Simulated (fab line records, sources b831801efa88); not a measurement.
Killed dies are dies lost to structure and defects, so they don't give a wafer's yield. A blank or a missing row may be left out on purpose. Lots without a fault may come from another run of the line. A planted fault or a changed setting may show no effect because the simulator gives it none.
A sampling plan put to the test | flow sky130 | one fab line, 21 faults that these records tell of, each judged on the records of the lots that it struck
The plan is the line's own looks: the steps of the route at which a gauge or an inspection reads the wafer and doesn't change it. A look can be judged if struck wafers have a number there and the file gives its usual mean and standard deviation on fault-free wafers. Caught: at a look after the fault's first step, the mean of the struck wafers lies 4 or more of those standard deviations (sigma) from the usual mean. On the tool: the same test on the tool's own readings at the fault's steps. Another recipe on the struck wafers, or a record that is blank for them alone, also counts as caught.

THE FAULTS, as the simulator had put them in
1. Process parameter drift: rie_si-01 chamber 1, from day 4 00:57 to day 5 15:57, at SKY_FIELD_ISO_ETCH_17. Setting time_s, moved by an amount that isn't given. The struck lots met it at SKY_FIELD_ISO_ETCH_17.
2. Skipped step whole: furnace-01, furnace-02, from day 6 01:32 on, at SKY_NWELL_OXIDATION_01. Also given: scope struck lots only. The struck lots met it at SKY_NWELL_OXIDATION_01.
3. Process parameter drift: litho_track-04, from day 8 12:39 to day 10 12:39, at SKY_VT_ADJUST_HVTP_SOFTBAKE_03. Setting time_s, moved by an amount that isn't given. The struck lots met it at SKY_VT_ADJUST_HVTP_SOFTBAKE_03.
4. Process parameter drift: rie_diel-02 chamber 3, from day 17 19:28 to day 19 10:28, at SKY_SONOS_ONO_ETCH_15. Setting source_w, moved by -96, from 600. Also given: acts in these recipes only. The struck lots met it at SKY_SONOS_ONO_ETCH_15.
5. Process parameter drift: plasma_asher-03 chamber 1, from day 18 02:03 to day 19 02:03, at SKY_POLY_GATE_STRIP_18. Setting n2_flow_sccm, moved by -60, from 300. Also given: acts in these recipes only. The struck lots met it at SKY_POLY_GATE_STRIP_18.
6. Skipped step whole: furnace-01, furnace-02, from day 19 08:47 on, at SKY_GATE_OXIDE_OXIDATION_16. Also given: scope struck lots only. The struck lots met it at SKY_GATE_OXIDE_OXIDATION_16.
7. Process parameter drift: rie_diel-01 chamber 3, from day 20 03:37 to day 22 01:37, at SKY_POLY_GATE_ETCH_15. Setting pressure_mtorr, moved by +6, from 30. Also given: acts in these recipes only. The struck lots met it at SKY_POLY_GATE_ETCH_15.
8. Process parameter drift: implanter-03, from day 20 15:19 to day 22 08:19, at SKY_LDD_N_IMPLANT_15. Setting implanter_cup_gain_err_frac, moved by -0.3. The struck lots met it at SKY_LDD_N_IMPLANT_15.
9. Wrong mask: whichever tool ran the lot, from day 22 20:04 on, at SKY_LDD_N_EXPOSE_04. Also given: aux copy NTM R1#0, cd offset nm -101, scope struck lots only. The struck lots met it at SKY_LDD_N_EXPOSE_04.
10. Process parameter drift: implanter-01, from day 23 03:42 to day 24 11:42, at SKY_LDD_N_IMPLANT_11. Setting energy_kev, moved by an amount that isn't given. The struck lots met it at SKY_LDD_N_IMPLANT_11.
11. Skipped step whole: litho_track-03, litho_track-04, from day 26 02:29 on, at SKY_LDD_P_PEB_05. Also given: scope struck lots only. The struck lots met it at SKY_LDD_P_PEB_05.
12. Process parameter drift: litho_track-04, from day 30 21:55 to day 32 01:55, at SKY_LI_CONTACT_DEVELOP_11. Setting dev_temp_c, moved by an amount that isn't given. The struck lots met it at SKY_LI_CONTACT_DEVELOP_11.
13. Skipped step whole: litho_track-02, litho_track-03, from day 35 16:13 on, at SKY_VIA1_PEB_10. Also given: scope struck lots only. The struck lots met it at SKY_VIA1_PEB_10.
14. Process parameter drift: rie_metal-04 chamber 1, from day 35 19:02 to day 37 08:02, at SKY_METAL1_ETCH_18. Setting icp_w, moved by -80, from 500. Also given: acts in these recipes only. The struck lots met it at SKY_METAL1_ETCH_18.
15. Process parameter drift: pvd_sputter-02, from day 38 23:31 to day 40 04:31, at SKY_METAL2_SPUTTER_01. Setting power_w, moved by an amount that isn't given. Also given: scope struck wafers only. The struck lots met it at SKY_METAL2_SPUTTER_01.
16. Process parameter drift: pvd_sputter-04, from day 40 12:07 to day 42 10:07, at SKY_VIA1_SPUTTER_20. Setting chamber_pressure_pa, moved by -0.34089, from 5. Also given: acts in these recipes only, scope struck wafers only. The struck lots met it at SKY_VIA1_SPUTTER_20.
17. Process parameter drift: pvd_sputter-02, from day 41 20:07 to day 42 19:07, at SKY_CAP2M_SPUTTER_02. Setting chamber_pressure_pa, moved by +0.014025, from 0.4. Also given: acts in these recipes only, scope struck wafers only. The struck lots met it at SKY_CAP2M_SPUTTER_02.
18. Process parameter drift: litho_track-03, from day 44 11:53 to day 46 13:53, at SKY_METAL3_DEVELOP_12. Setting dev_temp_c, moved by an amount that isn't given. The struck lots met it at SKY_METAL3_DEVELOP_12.
19. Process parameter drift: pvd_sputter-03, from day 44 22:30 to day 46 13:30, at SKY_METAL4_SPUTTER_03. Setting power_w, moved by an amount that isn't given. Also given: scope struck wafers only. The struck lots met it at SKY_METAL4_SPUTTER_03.
20. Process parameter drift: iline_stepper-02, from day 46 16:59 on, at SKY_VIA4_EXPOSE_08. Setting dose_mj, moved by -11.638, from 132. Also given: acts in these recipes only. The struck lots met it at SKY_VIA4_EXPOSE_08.
21. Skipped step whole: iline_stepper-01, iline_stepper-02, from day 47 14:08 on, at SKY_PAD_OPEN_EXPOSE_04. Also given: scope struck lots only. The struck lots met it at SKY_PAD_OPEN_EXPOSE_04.

WHAT THE PLAN SAW
fault | on the tool itself                               | first look that catches it     | reading, sigma | median hours from its first step to that look | hours from the fault's start to the first struck lot there | judged looks passed uncaught
1     | run_length_s -20 sigma                           | no look after it can be judged | -              | -                                             | -                                                          | 0
2     | the tool's record is blank for the struck wafers | no look after it can be judged | -              | -                                             | -                                                          | 0
3     | run_length_s +32 sigma                           | no look after it can be judged | -              | -                                             | -                                                          | 0
4     | rf_fwd_power_W -31 sigma                         | no look after it can be judged | -              | -                                             | -                                                          | 0
5     | n2_flow_sccm -71 sigma                           | no look after it can be judged | -              | -                                             | -                                                          | 0
6     | the tool's record is blank for the struck wafers | no look after it can be judged | -              | -                                             | -                                                          | 0
7     | chamber_pressure_mTorr +99 or beyond sigma       | no look after it can be judged | -              | -                                             | -                                                          | 0
8     | beam_on_s +21 sigma                              | no look after it can be judged | -              | -                                             | -                                                          | 0
9     | no reading that can be judged                    | no look after it can be judged | -              | -                                             | -                                                          | 0
10    | beam_energy_keV -99 or beyond sigma              | no look after it can be judged | -              | -                                             | -                                                          | 0
11    | no reading that can be judged                    | no look after it can be judged | -              | -                                             | -                                                          | 0
12    | developer_temp_C +22 sigma                       | no look after it can be judged | -              | -                                             | -                                                          | 0
13    | no reading that can be judged                    | no look after it can be judged | -              | -                                             | -                                                          | 0
14    | rf_fwd_power_W -43 sigma                         | no look after it can be judged | -              | -                                             | -                                                          | 0
15    | cathode_dc_power_W +99 or beyond sigma           | no look after it can be judged | -              | -                                             | -                                                          | 0
16    | chamber_pressure_pa -31 sigma                    | no look after it can be judged | -              | -                                             | -                                                          | 0
17    | chamber_pressure_pa +15 sigma                    | no look after it can be judged | -              | -                                             | -                                                          | 0
18    | developer_temp_C +4.8 sigma                      | no look after it can be judged | -              | -                                             | -                                                          | 0
19    | cathode_dc_power_W -99 or beyond sigma           | no look after it can be judged | -              | -                                             | -                                                          | 0
20    | exposure_dose_mJ_cm2 -96 sigma                   | no look after it can be judged | -              | -                                             | -                                                          | 0
21    | no reading that can be judged                    | no look after it can be judged | -              | -                                             | -                                                          | 0
A dash: the fault isn't caught, or these records don't give the number.

Caught at a look: 0 of 21. Caught on the tool: 17 of 21. By one or the other: 17 of 21.
Caught on the tool alone: faults 1, 2, 3, 4, 5, 6, 7, 8, 10, 12, 14, 15, 16, 17, 18, 19, 20.
Caught by neither: faults 9, 11, 13, 21.
